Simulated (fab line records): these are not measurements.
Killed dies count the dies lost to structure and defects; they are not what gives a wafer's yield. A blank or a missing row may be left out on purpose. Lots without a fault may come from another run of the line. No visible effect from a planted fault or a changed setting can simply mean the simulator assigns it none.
Struck lot and sound lot, side by side ; flow sky130 ; 43 out of 708 route steps
Sound: the wafers L112.1, L112.4, L112.6. The struck wafers were L125.1, L125.3, L125.4. At the end, the cause is stated.
Per side, at each step with rows, come the tool, then ch with its chambers, and then its first start. Under that, the readings that differ: sound wafers ; struck wafers ; difference of the means ; sigmas: that difference in standard deviations of wafers without a fault.
alike: words and numbers the same on both sides, and readings whose means are apart by under 2 such deviations; not compared: readings that were withheld, readings missing a value for some wafer, numbers with overlapping values and no deviation given by the record, and bounds like >300 which may hide the same value.
Wherever a step has rows on one side only, a row that says differs or no value, or a row with sigmas, the two part there. Numbers that have no deviation but don't overlap get no sigmas and don't part them. Lack of a reading on every wafer of one side parts them only where that side has two or more wafers.

SKY_VT_ADJUST_PCH_STRIP_09: strips in O2/N2.
  sound on plasma-asher-01 ch 0,1, day 10 14:38; struck on plasma-asher-01 ch 0,1, day 15 11:56
  alike: drypump-motor-current-A, oes-product-au, strip-time-to-endpoint-s
  not compared: rf-hours-counter-h
SKY_VT_ADJUST_PCH_TW_MEAS_10:
  sound on film-metro-04, day 10 14:44; struck on film-metro-04, day 15 12:02
  alike: VT_ADJUST_PCH_TW
then, 7 steps without rows for these wafers: SKY_SONOS_TUNNEL_DEHYDRATE_00 (time 60 s); SKY_SONOS_TUNNEL_HMDS_01 (prime time 60 s); SKY_SONOS_TUNNEL_COAT_02 (resist thk 1140 nm); SKY_SONOS_TUNNEL_SOFTBAKE_03 (time 60 s); SKY_SONOS_TUNNEL_EXPOSE_04 (exposes mask TUNM, target cd 410 nm); SKY_SONOS_TUNNEL_PEB_05; SKY_SONOS_TUNNEL_DEVELOP_06 (develop time 60 s).
SKY_SONOS_TUNNEL_CD_MEAS_07 targets a cd of 410 nm.
  sound on cd-sem-01, day 11 14:11; struck on cd-sem-02, day 16 16:03
  alike: cd-nm
SKY_SONOS_TUNNEL_OVL_MEAS_08:
  sound on overlay-02, day 11 14:18; struck on overlay-02, day 16 16:10
  alike: SONOS_TUNNEL_OVL
following that, these wafers have no rows for 1 step: SKY_SONOS_TUNNEL_IMPLANT_09.
SKY_SONOS_TUNNEL_WET_ETCH_10: etches SiO2 in dHF, target depth 14 nm, time 280 s.
  sound on wet-bench-02 ch 3, day 11 14:29; struck on wet-bench-02 ch 0, day 16 16:21
then, 1 step without rows for these wafers: SKY_SONOS_TUNNEL_STRIP_11 (strips in SPM, time 600 s).
SKY_SONOS_TUNNEL_TW_MEAS_12:
  sound on film-metro-04, day 11 14:44; struck on film-metro-03, day 16 16:42
reading;sound;struck;difference;sigmas
SONOS_TUNNEL_TW;201.1 200.9 199.8;196.1 195.5 196.0;-4.7;-2
then, 2 steps without rows for these wafers: SKY_SONOS_TUNNEL_CLEAN_13 (cleans in dHF, time 20 s); SKY_SONOS_ONO_OXIDATION_00 (stabilise 600 s, purge 300 s, target thk 2.6 nm).
SKY_SONOS_ONO_THK_MEAS_01:
  sound on film-metro-03, day 11 16:11; struck on film-metro-01, day 16 18:34
reading;sound;struck;difference;sigmas
SONOS_ONO_OXIDATION_THK (nm);2.55 2.52 2.57;2.66 2.64 2.68;+0.11;+2
then, 1 step without rows for these wafers: SKY_SONOS_ONO_CVD_02 (deposits Si3N4 from DCS/NH3, target thk 10.5 nm, time 180 s).
SKY_SONOS_ONO_THK_MEAS_03:
  sound on film-metro-02, day 11 17:18; struck on film-metro-03, day 16 21:29
  alike: SONOS_ONO_CVD_02_THK
then, 1 step without rows for these wafers: SKY_SONOS_ONO_CVD_04 (deposits SiO2 from SiH4/N2O, target thk 5.7199 nm).
SKY_SONOS_ONO_THK_MEAS_05:
  sound on film-metro-03, day 11 18:37; struck on film-metro-02, day 16 22:47
reading;sound;struck;difference;sigmas
SONOS_ONO_CVD_04_THK (nm);5.42 5.49 5.41;5.73 5.65 5.76;+0.27;+2
then, 7 steps without rows for these wafers: SKY_SONOS_ONO_DEHYDRATE_06 (time 60 s); SKY_SONOS_ONO_HMDS_07 (prime time 60 s); SKY_SONOS_ONO_COAT_08 (resist thk 1140 nm); SKY_SONOS_ONO_SOFTBAKE_09 (time 60 s); SKY_SONOS_ONO_EXPOSE_10 (exposes mask ONOM, target cd 410 nm); SKY_SONOS_ONO_PEB_11; SKY_SONOS_ONO_DEVELOP_12 (develop time 60 s).
SKY_SONOS_ONO_CD_MEAS_13 targets a cd of 410 nm.
  sound on cd-sem-01, day 12 17:32; struck on cd-sem-02, day 18 04:11
reading;sound;struck;difference;sigmas
cd-nm (nm);406.8 409.3 406.8;413.0 412.4 412.9;+5.1;+3
SKY_SONOS_ONO_OVL_MEAS_14:
  sound on overlay-02, day 12 17:40; struck on overlay-01, day 18 04:19
  alike: SONOS_ONO_OVL
SKY_SONOS_ONO_ETCH_15: etches the open film in CHF3/O2, target depth 19.52 nm, time 7.8 s.
  sound on rie-diel-02 ch 0,1,2, day 12 17:42; struck on rie-diel-02 ch 0,2,3, day 18 04:21
  alike: drypump-motor-current-A, oes-product-au, throttle-valve-pct
  not compared: rf-hours-counter-h
then, 1 step without rows for these wafers: SKY_SONOS_ONO_WET_ETCH_16 (etches SiO2 in dHF, target depth 14 nm, time 280 s).
SKY_SONOS_ONO_STRIP_17: strips in O2/N2.
  sound on plasma-asher-01 ch 0,1, day 12 17:49; struck on plasma-asher-04 ch 0,1, day 18 04:27
  alike: drypump-motor-current-A, oes-product-au, strip-time-to-endpoint-s
  not compared: rf-hours-counter-h
then, 3 steps without rows for these wafers: SKY_SONOS_ONO_WET_ETCH_18 (etches Si3N4 in H3PO4, target depth 15 nm, time 172 s); SKY_GATE_OXIDE_CLEAN_00 (cleans in SC1/SC2, time 150 s); SKY_GATE_OXIDE_OXIDATION_01 (stabilise 600 s, purge 300 s, target thk 10.268 nm).
SKY_GATE_OXIDE_THK_MEAS_02:
  sound on film-metro-01, day 12 19:58; struck on film-metro-01, day 18 06:17
reading;sound;struck;difference;sigmas
GATE_OXIDE_OXIDATION_00_THK (nm);10.47 10.40 10.56;10.15 10.15 10.13;-0.33;-2
then, 4 steps without rows for these wafers: SKY_GATE_OXIDE_DEHYDRATE_03 (time 60 s); SKY_GATE_OXIDE_HMDS_04 (prime time 60 s); SKY_GATE_OXIDE_COAT_05 (resist thk 1140 nm); SKY_GATE_OXIDE_SOFTBAKE_06 (time 60 s).
-- record jumps: 32 days separate the struck wafers' starts on either side; left off in module GATE_OXIDE, taken up again in module PAD_OPEN, whose first shown step is the route's number 708 --
SKY_PAD_OPEN_PROBE_99:
  sound on prober-02, day 46 03:25; struck on prober-02, day 49 18:25
reading;sound;struck;difference;sigmas
killed_at_M4_up;3 8 6;2 0 2;-4;-2
killed-at-front-end;12 14 15;72 78 75;+61;+15
killed-dies;91 84 80;126 139 148;+53;+6
  alike: killed_at_M0_to_M3, killed-at-contacts, killed-at-other, killed-open, killed-short

== WHERE THEY PART ==
At SKY_SONOS_TUNNEL_TW_MEAS_12 first; at SKY_PAD_OPEN_PROBE_99 last (within this record only).

WHY: whatever the simulator had introduced
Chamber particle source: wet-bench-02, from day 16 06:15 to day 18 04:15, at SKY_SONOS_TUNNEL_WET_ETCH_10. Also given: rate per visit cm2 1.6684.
